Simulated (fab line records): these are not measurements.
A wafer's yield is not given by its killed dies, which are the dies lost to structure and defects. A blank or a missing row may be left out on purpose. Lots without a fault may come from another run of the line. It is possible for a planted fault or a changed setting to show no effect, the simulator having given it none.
Chamber matching :: flow gf180mcu :: GF_CONTACT_CMP_04 on cmp-02 has 4 sister chambers
The step polishes SiO2. 14 wafers are shown with their chamber, then 7 later ones without.

## WAFERS PAIRED WITH THEIR CHAMBERS
wafer: L377.2
chamber: 1
motorCurrentA (A): 14.0
timeToEndpointS (s): 114
platenRpm (rpm): 59.94

wafer: L377.3
chamber: 0
motorCurrentA (A): 9.3
timeToEndpointS (s): 113
platenRpm (rpm): 59.96

wafer: L377.5
chamber: 1
motorCurrentA (A): 13.7
timeToEndpointS (s): 117
platenRpm (rpm): 59.95

wafer: L380.1
chamber: 0
motorCurrentA (A): 9.2
timeToEndpointS (s): 112
platenRpm (rpm): 60.05

wafer: L380.4
chamber: 2
motorCurrentA (A): 13.5
timeToEndpointS (s): 118
platenRpm (rpm): 59.92

wafer: L380.6
chamber: 2
motorCurrentA (A): 13.8
timeToEndpointS (s): 125
platenRpm (rpm): 59.98

wafer: L381.2
chamber: 1
motorCurrentA (A): 14.0
timeToEndpointS (s): 112
platenRpm (rpm): 60.00

wafer: L381.5
chamber: 1
motorCurrentA (A): 13.1
timeToEndpointS (s): 114
platenRpm (rpm): 59.99

wafer: L381.6
chamber: 2
motorCurrentA (A): 13.8
timeToEndpointS (s): 118
platenRpm (rpm): 59.99

wafer: L382.1
chamber: 0
motorCurrentA (A): 9.5
timeToEndpointS (s): 109
platenRpm (rpm): 60.05

wafer: L382.2
chamber: 3
motorCurrentA (A): 10.2
timeToEndpointS (s): 105
platenRpm (rpm): 60.09

wafer: L382.3
chamber: 2
motorCurrentA (A): 13.2
timeToEndpointS (s): 125
platenRpm (rpm): 60.00

wafer: L388.1
chamber: 1
motorCurrentA (A): 13.9
timeToEndpointS (s): 109
platenRpm (rpm): 59.99

wafer: L388.2
chamber: 0
motorCurrentA (A): 9.3
timeToEndpointS (s): 110
platenRpm (rpm): 60.02

SIGNATURES (averages over the wafers above)
reading: motorCurrentA
chamber 0: 9.325
chamber 1: 13.740
chamber 2: 13.575
chamber 3: 10.200
scatter within a chamber: 0.294

reading: timeToEndpointS
chamber 0: 111.00
chamber 1: 113.20
chamber 2: 121.50
chamber 3: 105.00
scatter within a chamber: 3.06

reading: platenRpm
chamber 0: 60.0200
chamber 1: 59.9740
chamber 2: 59.9725
chamber 3: 60.0900
scatter within a chamber: 0.0349
Rule: distance of a wafer from a chamber = root of the sum over the readings of ((wafer's reading minus chamber's mean) / reading's scatter) squared. The wafer belongs to the nearest chamber; if the next one is less than 2 further off, it can't be placed. The scatter: the root of (the sum of the squares of (reading less its chamber's mean) over the shown wafers, divided by (wafers less chambers)).

## WAFERS WITHOUT THEIR CHAMBER
wafer: L388.5
motorCurrentA (A): 13.9
timeToEndpointS (s): 108
platenRpm (rpm): 59.96

wafer: L389.2
motorCurrentA (A): 9.4
timeToEndpointS (s): 119
platenRpm (rpm): 60.00

wafer: L389.5
motorCurrentA (A): 13.6
timeToEndpointS (s): 119
platenRpm (rpm): 60.01

wafer: L389.6
motorCurrentA (A): 9.8
timeToEndpointS (s): 112
platenRpm (rpm): 59.97

wafer: L390.1
motorCurrentA (A): 11.5
timeToEndpointS (s): 106
platenRpm (rpm): 60.04

wafer: L390.3
motorCurrentA (A): 13.4
timeToEndpointS (s): 120
platenRpm (rpm): 60.00

wafer: L390.6
motorCurrentA (A): 13.9
timeToEndpointS (s): 125
platenRpm (rpm): 60.03

## WHICH CHAMBER EACH ONE RAN IN
wafer: L388.5
from the rows above: 1
in truth: 1

wafer: L389.2
from the rows above: 0
in truth: 0

wafer: L389.5
from the rows above: can't be placed: 2 or 1
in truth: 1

wafer: L389.6
from the rows above: 0
in truth: 0

wafer: L390.1
from the rows above: 3
in truth: 3

wafer: L390.3
from the rows above: can't be placed: 2 or 1
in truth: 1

wafer: L390.6
from the rows above: can't be placed: 2 or 1
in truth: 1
Correctly placed: 4 of 7. Unplaceable from these rows: 3, with the true chamber sitting among the candidates in 3. Placed wrongly: 0.
